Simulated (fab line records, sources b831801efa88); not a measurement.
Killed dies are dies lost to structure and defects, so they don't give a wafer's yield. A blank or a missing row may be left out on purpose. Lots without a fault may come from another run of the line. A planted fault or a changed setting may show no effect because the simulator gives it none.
Which tool did it? | flow gf180mcu | 6 lots, 18 wafers sampled, at 3 steps of a route of 602

WHAT THE GAUGES READ, wafer by wafer
GF_POLY_GATE_CD_MEAS_10: target cd 280 nm.
lot  | measured     | on        | cd_nm (nm)
L698 | day 10 19:49 | cd_sem-02 | 280.1 279.7 280.0
L702 | day 11 20:20 | cd_sem-02 | 279.7 278.8 278.8
L704 | day 12 09:38 | cd_sem-02 | 279.3 279.5 279.3
L708 | day 13 11:04 | cd_sem-02 | 276.5 277.9 277.4
L714 | day 15 04:13 | cd_sem-01 | 281.5 280.7 253.3
L716 | day 15 18:05 | cd_sem-01 | 280.8 281.1 281.1

WHICH TOOL RAN EACH LOT (tool, then ch and the chambers of the sampled wafers, then the start)
lot  | GF_DUAL_GATE_STRIP_13                | GF_POLY_GATE_EXPOSE_07
L698 | plasma_asher-03 ch 0,1, day 9 22:07  | krf_scanner-01 ch 0, day 10 10:43
L702 | plasma_asher-03 ch 0,1, day 10 20:58 | krf_scanner-02 ch 0, day 11 10:47
L704 | plasma_asher-01 ch 0,1, day 11 11:10 | krf_scanner-01 ch 0, day 11 23:52
L708 | plasma_asher-02 ch 0,1, day 12 10:37 | krf_scanner-01 ch 0, day 13 00:19
L714 | plasma_asher-03 ch 0,1, day 14 01:38 | krf_scanner-02 ch 0, day 14 17:07
L716 | plasma_asher-03 ch 1, day 14 16:29   | krf_scanner-01 ch 0, day 15 07:03
- GF_DUAL_GATE_STRIP_13: strips in O2/N2.
- GF_POLY_GATE_EXPOSE_07: exposes mask Poly2, target cd 280 nm.

THE ANSWER, worked out from the rows above alone
Rule: what is usual is taken from the lots themselves. Put in order of their means at a reading, lots are off if they are a third of the lots or fewer, leave a main group of 4 or more, and stand apart from it by a gap of 3 or more times the standard deviation of the main group's means; of several such gaps the widest counts. A main group whose means are all the same, to the digits that the tables above print for the reading, isn't used. A lot without any number at a reading at which 4 lots or more have one is off too. The other lots that the step has rows for count as sound.
Off: L714, at GF_POLY_GATE_CD_MEAS_10 (cd_nm). The main group: mean 279.3 nm, standard deviation 1.2.
A tool fits if, at a process step before that reading, it ran every lot that is off, and no sound lot after the first of them. The gauges at GF_POLY_GATE_CD_MEAS_10 are tried like those tools. One fits: krf_scanner-02 at GF_POLY_GATE_EXPOSE_07. Its last sound lot is L702 (day 11 10:47), its first lot that is off L714 (day 14 17:07): a fault that began between those two fits.

WHAT THE SIMULATOR HAD PUT IN
Process parameter drift: krf_scanner-02, from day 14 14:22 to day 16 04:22, at GF_POLY_GATE_EXPOSE_07. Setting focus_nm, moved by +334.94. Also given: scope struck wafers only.
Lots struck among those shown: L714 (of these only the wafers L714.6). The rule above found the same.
